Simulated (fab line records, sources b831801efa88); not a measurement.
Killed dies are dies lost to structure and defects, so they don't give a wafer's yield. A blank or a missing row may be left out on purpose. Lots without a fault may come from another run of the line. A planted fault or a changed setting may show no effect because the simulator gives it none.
Problem report in the 8D (eight disciplines) form, filled by code | flow sky130 | the parts of the form that need people (team, actions taken, sign-off) are left out

1. THE PROBLEM
run_length_s at SKY_LI_CONTACT_ETCH_14 reads a mean of 34.4 s on 2 wafers of 2 lots; wafers without a fault read 74.3 s with a standard deviation of 0.42. That is -95 standard deviations from the usual mean.
The step: etches BARC in N2/H2, stops on SiO2, time 45.9 s, target depth 60 nm.
First seen on wafer L449.4, day 35 00:01, on rie_diel-02. The record holds 30 wafers of 10 lots with a number at this step. Rule for "out", or "out of limits": more than 4 standard deviations from the usual mean. The other wafers with a number count as sound.

2. WHAT IT IS AND WHAT IT IS NOT
question                    | is                           | is not
which readings at this step | run_length_s, oes_product_au | chamber_pressure_mTorr, drypump_motor_current_A, h2_flow_sccm, throttle_valve_pct
which lots                  | L449, L450                   | L434, L440, L442, L443, L444, L447, L448, L454
which wafers of those lots  | L449.4, L450.4               | L449.1, L449.5, L450.3, L450.5
read on which tools         | rie_diel-02                  | rie_diel-01, rie_diel-04
when                        | from day 35 00:01            | up to then (23 sound wafers); but 5 sound wafers of L450, L454 came after

3. SUSPECTS, AND WHAT RULES EACH OUT
Counting: a tool at a process step up to the reading stays a suspect if it ran every lot that is out. Sound lots after the first of them don't rule it out here, since some wafers of a struck lot are sound.
- rie_diel-02 at SKY_LI_CONTACT_ETCH_14 (etches BARC in N2/H2, stops on SiO2, time 45.9 s, target depth 60 nm): kept. It ran every lot that is out, first L449 (day 35 00:01); its last sound lot up to then is L444 (day 33 08:05). Its own readings are out on those wafers: oes_product_au, run_length_s.
- Within rie_diel-02 at SKY_LI_CONTACT_ETCH_14: the wafers that are out ran in chamber 0; their sound lot-mates ran in chambers 1, 2, 3.
Left after counting: rie_diel-02 at SKY_LI_CONTACT_ETCH_14.

4. THE CAUSE (what the simulator had put in)
Process parameter drift: rie_diel-02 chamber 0, from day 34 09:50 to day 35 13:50, at SKY_LI_CONTACT_ETCH_14. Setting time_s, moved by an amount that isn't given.
Counting left only this tool.

5. THE CHAIN OF EFFECTS, in route order
Each row: a reading whose mean over the struck wafers that have a number lies more than 3 standard deviations from the usual. Only readings for which the record gives a usual standard deviation are gone through. hours: the time from each lot's start at the first step in this table that gives one to its start at this step, as a median over the lots. sigmas: the change in usual standard deviations.
hours | step                    | reading                  | usual      | on struck wafers | change | sigmas
0     | SKY_LI_CONTACT_ETCH_14  | oes_product_au           | 0.854 a.u. | 0.996            | +0.142 | +32
0     | SKY_LI_CONTACT_ETCH_14  | run_length_s             | 74.3 s     | 34.4             | -39.9  | -95
0     | SKY_LI_CONTACT_STRIP_16 | strip_time_to_endpoint_s | 3.50 s     | 3.93             | +0.43  | +9.6
The process steps in it:
- SKY_LI_CONTACT_ETCH_14: etches BARC in N2/H2, stops on SiO2, time 45.9 s, target depth 60 nm.
- SKY_LI_CONTACT_STRIP_16: strips in O2/N2.

6. WHAT WOULD HAVE CAUGHT IT SOONER
In this record the first reading out of limits was taken at day 35 00:01, 14 hours after the fault began at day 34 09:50.
